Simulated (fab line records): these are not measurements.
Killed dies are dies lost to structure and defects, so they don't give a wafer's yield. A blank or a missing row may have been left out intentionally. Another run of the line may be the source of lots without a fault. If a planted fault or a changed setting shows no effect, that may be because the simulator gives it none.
Split-lot trial -- flow gf180mcu -- 23 wafers read across 5 lots, on a route 602 steps long

== THE SPLIT ITSELF ==
At GF_V5_COAT_09 (resist thk 1000 nm), the setting resist_thk_nm was moved away from the recipe's 1000 nm on 6 of the 23 wafers read, by -2.5% to +4.9%. This setting was run at the recipe's value on the other wafers.

Reading taken at the split's own step.

== THE READING ==
KrF_of_V5_COAT_09.thk_nm (the simulator's own value, which no gauge read), in nm, at GF_V5_COAT_09 (resist thk 1000 nm). The file gives no usual value for it. Across the 17 wafers here that went through the recipe, the average is 1002.8 nm and the standard deviation 2.8 nm.

wafer,"tool, chamber at the split","resist_thk_nm as run, nm",against the recipe,"KrF_of_V5_COAT_09.thk_nm, nm",against lot-mates on the recipe
L076.3,"litho_track-03, 0",1000,recipe,1008,-
L076.6,"litho_track-03, 0",1000,recipe,1008,-
L076.4,"litho_track-03, 0",1000,recipe,1005,-
L078.1,"litho_track-03, 0",1000,recipe,1006,-
L078.2,"litho_track-03, 0",1000,recipe,1004,-
L078.5,"litho_track-03, 0",1000,recipe,1004,-
L078.4,"litho_track-03, 0",1000,recipe,1005,-
L078.6,"litho_track-03, 0",1000,recipe,1003,-
L079.1,"litho_track-03, 0",1000,recipe,1000,-
L079.2,"litho_track-03, 0",1000,recipe,1000,-
L079.3,"litho_track-03, 0",1028,+2.8%,1026,+25.3
L079.4,"litho_track-03, 0",1000,recipe,1002,-
L079.6,"litho_track-03, 0",1028,+2.8%,1032,+31.3
L080.1,"litho_track-02, 0",1000,recipe,1002,-
L080.2,"litho_track-02, 0",1000,recipe,1000,-
L080.5,"litho_track-02, 0",1000,recipe,1000,-
L080.4,"litho_track-02, 0",1049,+4.9%,1050,+49.3
L080.6,"litho_track-02, 0",1049,+4.9%,1051,+50.3
L083.1,"litho_track-03, 0",974.8,-2.5%,973.1,-27.1
L083.2,"litho_track-03, 0",974.8,-2.5%,974.8,-25.4
L083.3,"litho_track-03, 0",1000,recipe,999.5,-
L083.5,"litho_track-03, 0",1000,recipe,1001,-
L083.6,"litho_track-03, 0",1000,recipe,1000,-

FIT RESULTS
A straight line over all 23 wafers: KrF_of_V5_COAT_09.thk_nm changes by +10 nm for each +1% of resist_thk_nm; r = +0.99; the points scatter about the line by 2.9 nm.
The same after taking each lot's own level away (the mean of its wafers on the recipe; 23 wafers): +10.2 nm for each +1%; r = +1.00; scatter 1.3 nm.
That fit puts the effect of the largest move of resist_thk_nm on the reading at 50 nm.
The lots' own levels span 1000.17 to 1007.00 nm, that is 2.5 times the standard deviation above.
The two slopes are in agreement: the lot-to-lot level therefore moves the slope only a little.
Check: for one of the wafers moved furthest among these (+4.9%), held out of the fit, the line's prediction against its lot-mates is +50.2 nm. Against them it came out at +49.3 nm.

== THE OTHER SPLITS THESE WAFERS WENT THROUGH ==
Other splits were also applied to these wafers ahead of the reading. Each is held against what the fit with the lots' levels taken away leaves over:
other split on the same wafers,wafers away from the commonest value,r with KrF_of_V5_COAT_09.thk_nm (lot level and that fit taken away)
GF_V3_CVD_02 time_s,10,+0.10
GF_V3_EXPOSE_11 dose_mj,8,+0.05
GF_V3_ETCH_16 bias_w,6,-0.46
GF_V3_SPUTTER_22 chamber_pressure_pa,10,-0.01
GF_V4_CVD_00 sih4_flow_sccm,9,+0.07
GF_V4_SPUTTER_22 chamber_pressure_pa,15,+0.03
GF_MIM_SPUTTER_09 power_w,9,-0.11
GF_MIM_METAL_ETCH_19 icp_w,10,-0.13
GF_M5_METAL_ETCH_10 icp_w,9,-0.10
GF_V5_CMP_04 leave_above_ref_nm,4,-0.10

== THE FILE'S OWN FIT ==
KrF_of_V5_COAT_09.thk_nm changes by +10.2 nm for each +1% of resist_thk_nm, r = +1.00.
